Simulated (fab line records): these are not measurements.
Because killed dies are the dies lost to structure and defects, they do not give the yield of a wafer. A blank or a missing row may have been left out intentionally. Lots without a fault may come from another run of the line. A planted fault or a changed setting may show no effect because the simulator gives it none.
Shared-tool check | flow sfqLine | Sample size 14 lots and 42 wafers

REASON FOR OPENING
2 of 14 lots carry a flag on the reading L0_MONX_KI_RS at SFQ_L0_RS_MEAS_901. Fault-free wafers read 43.4 ohm/sq, with a standard deviation of 0.37.
Rule: a lot is flagged in two cases, either no wafer of it has a number, or all its wafers with numbers fall more than 4 standard deviations from that mean. The rest of the lots are taken to be sound.

lot  | measured    | on           | L0_MONX_KI_RS (ohm/sq), wafer by wafer | flag
L877 | day 1 22:36 | filmMetro-04 | 43.1 43.2 43.0                         | 
L879 | day 2 08:35 | filmMetro-02 | 43.9 43.7 43.8                         | 
L881 | day 2 18:36 | filmMetro-02 | 43.8 43.4 43.4                         | 
L882 | day 2 23:34 | filmMetro-01 | 42.8 43.4 43.9                         | 
L883 | day 3 04:34 | filmMetro-02 | 42.9 42.9 43.4                         | 
L884 | day 3 09:34 | filmMetro-01 | 42.9 43.7 43.4                         | 
L887 | day 4 00:35 | filmMetro-04 | 43.4 43.6 43.6                         | 
L888 | day 4 05:34 | filmMetro-04 | 43.9 44.1 44.1                         | 
L889 | day 4 10:34 | filmMetro-01 | 43.4 43.5 43.3                         | 
L890 | day 4 15:36 | filmMetro-02 | 43.5 43.1 43.4                         | 
L894 | day 5 11:35 | filmMetro-02 | 26.4 26.6 26.8                         | FLAGGED
L895 | day 5 16:35 | filmMetro-04 | 43.9 44.5 43.7                         | 
L897 | day 6 02:34 | filmMetro-04 | 43.4 43.7 44.1                         | 
L898 | day 6 07:35 | filmMetro-04 | 26.4 26.5 26.4                         | FLAGGED
On average the flagged lots' numbers are 26.5 ohm/sq, which is -16.9 ohm/sq against the usual, or -46 standard deviations.

WHICH TOOL RAN EACH LOT
The record holds 1 process step before the reading, out of a route of 325 steps. Cell contents, in order: the tool; ch with the chambers the sampled wafers went through; the start.
lot  | flag    | SFQ_TRILAYER_L0_DEP_SPUTTER_003
L877 |         | pvdSputter-03, day 1 22:29
L879 |         | pvdSputter-05, day 2 08:29
L881 |         | pvdSputter-03, day 2 18:29
L882 |         | pvdSputter-03, day 2 23:29
L883 |         | pvdSputter-05, day 3 04:29
L884 |         | pvdSputter-03, day 3 09:29
L887 |         | pvdSputter-05, day 4 00:29
L888 |         | pvdSputter-03, day 4 05:29
L889 |         | pvdSputter-06, day 4 10:29
L890 |         | pvdSputter-03, day 4 15:29
L894 | FLAGGED | pvdSputter-05, day 5 11:29
L895 |         | pvdSputter-06, day 5 16:29
L897 |         | pvdSputter-03, day 6 02:29
L898 | FLAGGED | pvdSputter-05, day 6 07:29
These steps, and what they do:
- SFQ_TRILAYER_L0_DEP_SPUTTER_003: material MoNx KI, target thk 40 nm, time 100 s.
- SFQ_L0_RS_MEAS_901: measures by four-point-probe.

FLAGGED AGAINST TOTAL, ONE TOOL AT A TIME (gauges that did the reading follow at the end)
step                            | tool          | lots run | flagged | share of the flagged lots | sound lots run after its first flagged lot
SFQ_TRILAYER_L0_DEP_SPUTTER_003 | pvdSputter-03 | 7        | 0       | none                      | -
SFQ_TRILAYER_L0_DEP_SPUTTER_003 | pvdSputter-05 | 5        | 2       | all                       | 0
SFQ_TRILAYER_L0_DEP_SPUTTER_003 | pvdSputter-06 | 2        | 0       | none                      | -
SFQ_L0_RS_MEAS_901              | filmMetro-01  | 3        | 0       | none                      | -
SFQ_L0_RS_MEAS_901              | filmMetro-02  | 5        | 1       | some                      | 0
SFQ_L0_RS_MEAS_901              | filmMetro-04  | 6        | 1       | some                      | 0

WHAT THE TABLE PERMITS
1 row of the table ran every flagged lot: pvdSputter-05 at SFQ_TRILAYER_L0_DEP_SPUTTER_003.
- pvdSputter-05 at SFQ_TRILAYER_L0_DEP_SPUTTER_003: 2 of its 5 lots flagged. It ran its last sound lot, L887, at day 4 00:29 and its first flagged lot, L894, at day 5 11:29: a fault with its onset between the two fits.
What remains is a single tool, pvdSputter-05 at SFQ_TRILAYER_L0_DEP_SPUTTER_003.

WHAT THE SIMULATOR HAD INSERTED
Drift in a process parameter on pvdSputter-05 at SFQ_TRILAYER_L0_DEP_SPUTTER_003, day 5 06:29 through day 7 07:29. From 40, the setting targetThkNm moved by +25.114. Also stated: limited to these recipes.
Lots struck among those shown: L894, L898. The rule above reached the same finding.
